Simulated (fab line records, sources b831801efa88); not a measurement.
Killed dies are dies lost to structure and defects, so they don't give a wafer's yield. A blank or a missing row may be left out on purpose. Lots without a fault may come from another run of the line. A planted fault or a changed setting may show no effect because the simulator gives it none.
Problem report in the 8D (eight disciplines) form, filled by code | flow sky130 | the parts of the form that need people (team, actions taken, sign-off) are left out

1. THE PROBLEM
LDD_HVP_TW at SKY_LDD_HVP_TW_MEAS_10 reads a mean of 438.1 on 6 wafers of 2 lots; wafers without a fault read 457.1 with a standard deviation of 2.3. That is -8.3 standard deviations from the usual mean.
First seen on wafer L779.1, day 26 19:03, on film_metro-03. The record holds 36 wafers of 12 lots with a number at this step. Rule for "out", or "out of limits": more than 4 standard deviations from the usual mean. The other wafers with a number count as sound.

2. WHAT IT IS AND WHAT IT IS NOT
question                    | is                           | is not
which readings at this step | LDD_HVP_TW                   | -
which lots                  | L779, L780                   | L767, L768, L770, L771, L772, L774, L778, L781, L788, L789
which wafers of those lots  | all that have a number       | -
read on which gauges        | film_metro-01, film_metro-03 | film_metro-02
when                        | from day 26 19:03            | up to then (21 sound wafers); but 9 sound wafers of L781, L788, L789 came after

3. SUSPECTS, AND WHAT RULES EACH OUT
Counting: a tool at a process step up to the reading stays a suspect if it ran every lot that is out and no sound lot after the first of them.
- the gauge at SKY_LDD_HVP_TW_MEAS_10: ruled out. The wafers that are out were read on 2 gauges (film_metro-01, film_metro-03).
- implanter-04 at SKY_LDD_HVP_IMPLANT_08: ruled out as a lasting fault. Sound lots L789 ran on it after its first lot that is out, L779 (day 26 18:48).
Left after counting: nothing in the record.

4. THE CAUSE (what the simulator had put in)
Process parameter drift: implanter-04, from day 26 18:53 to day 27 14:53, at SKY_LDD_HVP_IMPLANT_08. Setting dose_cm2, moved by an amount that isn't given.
Counting ruled it out, wrongly: the rule takes a fault to strike every lot that its tool runs from its start on, and this one did not.

5. THE CHAIN OF EFFECTS, in route order
Each row: a reading whose mean over the struck wafers that have a number lies more than 3 standard deviations from the usual. Only readings for which the record gives a usual standard deviation are gone through. hours: the time from each lot's start at the first step in this table that gives one to its start at this step, as a median over the lots. sigmas: the change in usual standard deviations.
hours | step                   | reading            | usual      | on struck wafers | change      | sigmas
0     | SKY_LDD_HVP_IMPLANT_08 | dose_ions_cm2      | 1.7002e+13 | 1.4937e+13       | -2.0652e+12 | -99 or more
0     | SKY_LDD_HVP_IMPLANT_08 | faraday_current_uA | 96.0       | 84.0             | -12.0       | -6.0
0     | SKY_LDD_HVP_TW_MEAS_10 | LDD_HVP_TW         | 457.1      | 438.1            | -19.0       | -8.3
The process steps in it:
- SKY_LDD_HVP_IMPLANT_08
Later measuring or inspecting steps at which every struck wafer that the step has a row for has a number for every such reading, and none has moved that far: SKY_LI_CONTACT_OVL_MEAS_13, SKY_VIA2_CD_MEAS_12.

6. WHAT WOULD HAVE CAUGHT IT SOONER
In this record the first reading out of limits at a measuring or inspecting step was taken at day 26 19:03, 0 hours after the fault began at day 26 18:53.
The tool's own readings at SKY_LDD_HVP_IMPLANT_08 were out on every struck wafer that the step has a row for (dose_ions_cm2, faraday_current_uA): an alarm limit on them would have fired on the first of those.
